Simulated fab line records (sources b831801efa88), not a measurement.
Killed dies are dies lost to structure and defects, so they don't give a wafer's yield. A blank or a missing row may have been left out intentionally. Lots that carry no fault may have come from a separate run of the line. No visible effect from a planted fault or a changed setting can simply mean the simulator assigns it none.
Struck lot and sound lot, side by side / flow gf180mcu / 14 out of 602 route steps
Sound: these wafers, L774.2, L774.3, L774.6. The struck wafers were L766.2, L766.3, L766.6. At the end, the cause is stated.
For every step that has rows: the tool of each side, followed by ch and its chambers, followed by its first start. Under that, the readings that differ: sound wafers / struck wafers / difference of the means / sigmas: that difference in standard deviations of wafers without a fault.
alike: a reading whose means differ by less than 2 such deviations, as well as words and numbers matching on both sides. not compared: withheld readings; readings where some wafer has no value; bounds like >300 that might hide an equal value; numbers whose values overlap and for which the record gives no deviation.
Wherever a step has rows on one side only, a row that says differs or no value, or a row with sigmas, the two part there. When numbers do not overlap yet have no deviation, they are printed without sigmas and do not part them. Lack of a reading on every wafer of one side parts them only where that side has two or more wafers.

first, 3 steps without rows for these wafers: GF_LVPWELL_EXPOSE_04 (exposes mask LVPWELL, target cd 600 nm); GF_LVPWELL_PEB_05; GF_LVPWELL_DEVELOP_06 (develop time 60 s).
GF_LVPWELL_OVL_MEAS_07:
  sound: overlay-01 at day 6 12:37; struck: overlay-01 at day 4 19:58
  alike: LVPWELL_OVL
then, 2 steps without rows for these wafers: GF_LVPWELL_IMPLANT_08; GF_LVPWELL_IMPLANT_09.
GF_LVPWELL_STRIP_10: strips in O2/N2.
  sound on plasma-asher-01 ch 0,1, day 6 12:56; struck on plasma-asher-04 ch 0,1, day 4 20:18
  alike: drypump-motor-current-A, heater-power-w, oes-product-au, strip-time-to-endpoint-s
  not compared: rf-hours-counter-h
GF_LVPWELL_TW_MEAS_11:
  sound: film-metro-04 at day 6 13:03; struck: film-metro-04 at day 4 20:25
  alike: LVPWELL_TW
then, 4 steps without rows for these wafers: GF_MVSD_DEHYDRATE_00 (time 60 s); GF_MVSD_HMDS_01 (prime time 60 s); GF_MVSD_COAT_02 (resist thk 3000 nm); GF_MVSD_SOFTBAKE_03.
GF_MVSD_EXPOSE_04: exposes mask MVSD, target cd 1000 nm.
  struck on iline-stepper-01, day 5 03:42; sound on iline-stepper-02 ch 0, day 6 20:43
  no value came back on the struck wafers for any of 5 readings (exposure-dose-mJ-cm2, focus-offset-nm (nm) and others); on the sound wafers exposure-dose-mJ-cm2 reads 259.50 260.16 260.12
  alike: mask
after that, 1 step had no rows for these wafers: GF_MVSD_PEB_05.

## WHERE THEY PART
At GF_MVSD_EXPOSE_04 and nowhere else, as far as this record goes.

WHY: what the simulator had put in
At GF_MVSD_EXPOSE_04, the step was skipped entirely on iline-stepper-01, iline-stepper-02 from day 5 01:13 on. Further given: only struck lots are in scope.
